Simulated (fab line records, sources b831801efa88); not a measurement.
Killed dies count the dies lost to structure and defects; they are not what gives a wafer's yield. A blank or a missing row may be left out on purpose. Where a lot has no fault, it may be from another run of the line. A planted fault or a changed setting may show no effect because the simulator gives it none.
A struck lot beside a sound one || flow sky130 || 16 out of 708 route steps
Sound: wafers L564.2, L564.3, L564.6. Struck: wafers L563.1, L563.4, L563.6. Last of all comes the cause.
At each step with rows: each side's tool, then ch and its chambers, then its first start. Under that, the readings that differ: sound wafers || struck wafers || difference of the means || sigmas: that difference in standard deviations of wafers without a fault.
alike: readings whose means differ by less than 2 such deviations, and words and numbers that are the same on both sides. not compared: withheld readings, readings that some wafer has no value for, bounds like >300 that may hide the same value, and numbers for which the record gives no deviation and whose values overlap.
Wherever a step has rows on one side only, a row that says differs or no value, or a row with sigmas, the two part there. When numbers do not overlap yet have no deviation, they are printed without sigmas and do not part them. Lack of a reading on every wafer of one side parts them only where that side has two or more wafers.

SKY_GATE_OXIDE_TW_MEAS_14:
  struck on film-metro-04, day 18 16:51; sound on film-metro-03, day 19 07:46
  alike: GATE_OXIDE_TW
then, 3 steps without rows for these wafers: SKY_GATE_OXIDE_CLEAN_15 (cleans in SC1/SC2, time 150 s); SKY_GATE_OXIDE_OXIDATION_16 (stabilise 600 s, purge 300 s, target thk 3.57 nm); SKY_POLY_GATE_CVD_00 (deposits poly-Si, target thk 180 nm, time 720 s).
SKY_POLY_GATE_THK_MEAS_01:
  struck on film-metro-03, day 18 22:02; sound on film-metro-01, day 19 10:36
  alike: POLY_GATE_CVD_00_THK
then, 7 steps without rows for these wafers: SKY_RES_PROTECT_DEHYDRATE_00 (time 60 s); SKY_RES_PROTECT_HMDS_01 (prime time 60 s); SKY_RES_PROTECT_COAT_02 (resist thk 1140 nm); SKY_RES_PROTECT_SOFTBAKE_03 (time 60 s); SKY_RES_PROTECT_EXPOSE_04 (exposes mask RPM, target cd 1270 nm); SKY_RES_PROTECT_PEB_05; SKY_RES_PROTECT_DEVELOP_06 (develop time 60 s).
SKY_POLY_GATE_IMPLANT_02:
  sound on implanter-01 ch 0, day 20 17:20; struck on implanter-04 ch 0, day 20 04:13
{"reading": "beam-on-s (s)", "sound": "36.8 36.9 37.8", "struck": "10.2 10.3 9.7", "difference": -27.1, "sigmas": -10}
{"reading": "dose-ions-cm2", "sound": "7.706e+15 7.704e+15 7.695e+15", "struck": "2.079e+15 2.08e+15 2.081e+15", "difference": -5.622e+15, "sigmas": "-99 or more"}
{"reading": "end-station-pressure-torr (Torr)", "sound": "9.9e-06 1.09e-05 1.09e-05", "struck": "1.42e-05 1.33e-05 1.49e-05", "difference": "+3.57e-06", "sigmas": "+4"}
SKY_RES_PROTECT_STRIP_07: strips in O2/N2.
  sound on plasma-asher-01 ch 0,1, day 20 17:27; struck on plasma-asher-01 ch 0,1, day 20 04:22
{"reading": "oes-product-au (a.u.)", "sound": "0.524 0.521 0.522", "struck": "0.596 0.593 0.598", "difference": "+0.073", "sigmas": "+17"}
{"reading": "strip-time-to-endpoint-s (s)", "sound": "23.35 23.35 23.30", "struck": "18.31 18.31 18.34", "difference": -5.01, "sigmas": "-99 or more"}
  alike: drypump-motor-current-A
  not compared: rf-hours-counter-h
SKY_RES_PROTECT_TW_MEAS_08:
  struck on film-metro-04, day 20 04:41; sound on film-metro-02, day 20 17:34
{"reading": "POLY_GATE_TW", "sound": "4010 4017 3988", "struck": "3487 3486 3471", "difference": -524, "sigmas": -20}
  not compared: hold
-- a jump in the record: the struck wafers' starts before and after are 29 days apart (it breaks off in module RES_PROTECT and resumes in module PAD_OPEN, where the first step shown is number 708 of the route) --
SKY_PAD_OPEN_PROBE_99:
  struck on prober-01, day 49 08:56; sound on prober-02, day 49 09:49
{"reading": "model.etest.licon-poly.rc-ohm", "sound": "151.4 149.2 148.1", "struck": "2132 2364 2209", "difference": "+2085", "sigmas": ""}
{"reading": "model.etest.res-poly.line-ohm-um", "sound": "515.9 519.9 513.5", "struck": "2198 2282 2177", "difference": "+1703", "sigmas": ""}
{"reading": "model.etest.res-poly.rs-ohm-sq", "sound": "48.67 48.62 48.37", "struck": "205.7 214 206.2", "difference": "+160.1", "sigmas": ""}
{"reading": "model.etest.nfet_01v8.r-on-ohm-um", "sound": "863.9 856 862.1", "struck": "892.4 908.7 867.1", "difference": "+28.7", "sigmas": ""}
{"reading": "model.etest.nfet_01v8_swapped.drive-ua-um", "sound": "486.9 488.2 483.1", "struck": "458.6 440.1 465.3", "difference": -31.4, "sigmas": ""}
{"reading": "model.etest.nfet_01v8.drive-ua-um", "sound": "487.4 488 486", "struck": "452 441.5 465.1", "difference": -34, "sigmas": ""}
{"reading": "model.etest.nfet_01v8_lvt.drive-ua-um", "sound": "550 560.4 558.3", "struck": "525.9 511.3 537", "difference": -31.5, "sigmas": ""}
{"reading": "model.etest.nfet_01v8_turned.drive-ua-um", "sound": "482.9 490.1 485.7", "struck": "456.3 440.9 460.1", "difference": -33.8, "sigmas": ""}
  alike: killed_at_M0_to_M3, killed_at_M4_up, killed-at-contacts, killed-at-front-end, killed-at-other, killed-dies, killed-open, killed-short

## WHERE THEY PART
At SKY_POLY_GATE_IMPLANT_02 first; at SKY_RES_PROTECT_TW_MEAS_08 last (within this record only). Later steps at which nothing parts them and some readings are alike: SKY_PAD_OPEN_PROBE_99.

WHY: whatever the simulator had introduced
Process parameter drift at SKY_POLY_GATE_IMPLANT_02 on implanter-04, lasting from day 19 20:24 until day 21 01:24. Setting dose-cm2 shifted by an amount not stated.
